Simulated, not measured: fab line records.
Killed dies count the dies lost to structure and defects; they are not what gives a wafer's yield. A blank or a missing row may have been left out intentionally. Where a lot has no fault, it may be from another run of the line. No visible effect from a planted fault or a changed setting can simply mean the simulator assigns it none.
Comparing a struck lot with a sound one | flow sky130 | 17 steps out of a route of 708
Sound: the wafers L636.2, L636.4, L636.5. Wafers L643.1, L643.2, L643.4 were the ones struck. At the end, the cause is stated.
Per side, at each step with rows, come the tool, then ch with its chambers, and then its first start. Under that, the readings that differ: sound wafers | struck wafers | difference of the means | sigmas: that difference in standard deviations of wafers without a fault.
alike: readings with means less than 2 such deviations apart, plus words and numbers identical on both sides. not compared: withheld readings, readings lacking a value on some wafer, bounds such as >300 that could conceal the same value, and numbers that have no deviation in the record and whose values overlap.
A row with sigmas, a row that says differs or no value, or rows on one side alone: a step with any of these is where the two part. Numbers that have no deviation but don't overlap get no sigmas and don't part them. A reading missing from all wafers of one side parts the sides only when that side holds two or more wafers.

SKY_METAL2_THK_MEAS_06: measures by xrf.
  sound on filmMetro-03, day 35 20:07; struck on filmMetro-03, day 38 06:10
  alike: METAL2_ALCU_THK
then, 8 steps without rows for these wafers: SKY_METAL2_DEHYDRATE_07 (time 60 s); SKY_METAL2_HMDS_08 (prime time 60 s); SKY_METAL2_COAT_09 (resist thk 60 nm); SKY_METAL2_COAT_10 (resist thk 450 nm); SKY_METAL2_SOFTBAKE_11 (time 90 s); SKY_METAL2_EXPOSE_12 (exposes mask MM2, target cd 140 nm); SKY_METAL2_PEB_13; SKY_METAL2_DEVELOP_14 (develop time 60 s).
SKY_METAL2_CD_MEAS_15 targets a cd of 140 nm.
  sound on cdSem-02, day 36 21:53; struck on cdSem-02, day 39 07:13
  alike: cdNm
SKY_METAL2_OVL_MEAS_16:
  sound on overlay-01, day 36 21:59; struck on overlay-02, day 39 07:20
  alike: METAL2_OVL
SKY_METAL2_DESCUM_17: chemistry O2, time 8 s.
  sound on rieMetal-02 ch 0,1, day 36 22:01; struck on rieMetal-02 ch 0, day 39 07:22
  alike: drypumpMotorCurrentA, oesProductAu
  not compared: rfHoursCounterH
SKY_METAL2_ETCH_18: etches BARC in N2/H2, stops on SiO2, time 45.9 s, target depth 60 nm.
  sound on rieMetal-02 ch 0,1, day 36 22:02; struck on rieMetal-02 ch 0, day 39 07:26
  no value came back on the struck wafers for any of 6 readings (biasW (W), chamberPressureMTorr (mTorr) and others); on the sound wafers biasW (W) reads 99.6 99.8 100.2
reading                                      | sound           | struck            | difference | sigmas
model.KrF-thick_of_METAL2_COAT_10.thkNm (nm) | 395.9 394.9 394 | 435.7 434.3 436.2 | +40.5      | 
  not compared: rfHoursCounterH
SKY_METAL2_METAL_ETCH_19: etches the open film in Cl2/BCl3, stops on SiO2, target depth 360 nm, time 78 s.
  sound on rieMetal-02 ch 0,1, day 36 22:07; struck on rieMetal-02 ch 0, day 39 07:33
reading                                      | sound             | struck            | difference | sigmas
oesProductAu (a.u.)                          | 0.846 0.845 0.848 | 0.374 0.378 0.370 | -0.472     | -83
model.KrF-thick_of_METAL2_COAT_10.thkNm (nm) | 166.6 159.5 159   | 206.1 207.4 205.5 | +44.6      | 
  alike: bcl3FlowSccm, biasW, drypumpMotorCurrentA, throttleValvePct
  not compared: rfHoursCounterH
SKY_METAL2_STRIP_20: strips in O2/N2.
  sound on plasmaAsher-02 ch 0,1, day 36 22:12; struck on plasmaAsher-04 ch 0,1, day 39 07:44
reading                  | sound             | struck            | difference | sigmas
oesProductAu (a.u.)      | 0.352 0.350 0.340 | 0.377 0.361 0.356 | +0.017     | +3
stripTimeToEndpointS (s) | 2.79 2.70 2.69    | 3.20 3.24 3.19    | +0.48      | +10
  alike: drypumpMotorCurrentA
  not compared: rfHoursCounterH
then, 1 step without rows for these wafers: SKY_METAL2_STRIP_21 (strips in post etch residue remover, time 1200 s).
-- the record jumps here: 10 days lie between the struck wafers' starts before and after (it left off in module METAL2 and takes up again in module PAD_OPEN, whose first step shown is number 708 of the route) --
SKY_PAD_OPEN_PROBE_99:
  sound on prober-01, day 47 04:42; struck on prober-02, day 48 23:56
reading                 | sound          | struck         | difference | sigmas
defectLimitedYield (%)  | 80.1 80.7 81.1 | 0 0 0          | -81        | -42
killed_at_M0_to_M3      | 44 53 45       | 452 444 447    | +400       | +53
killedDies              | 98 95 93       | 492 492 492    | +397       | +42
killedOnRim             | 24 20 26       | 96 96 96       | +73        | +18
sort_bin_5_function (%) | 8.9 11.0 11.2  | 92.9 92.7 92.3 | +82.3      | +51
sortNPass               | 394 397 399    | 0 0 0          | -397       | -42
sortYieldPct (%)        | 80.1 80.7 81.1 | 0 0 0          | -81        | -42
  alike: killed_at_M4_up, killedAtContacts, killedAtFrontEnd, killedAtOther, killedOpen, killedShort, sort_bin_3_pad_short, sort_bin_6_memory

== WHERE THEY PART ==
Last at SKY_PAD_OPEN_PROBE_99 as far as this record goes, first at SKY_METAL2_ETCH_18.

WHY: what had been put in by the simulator
Whole step skipped at SKY_METAL2_ETCH_18 on rieMetal-02, starting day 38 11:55. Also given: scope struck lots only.
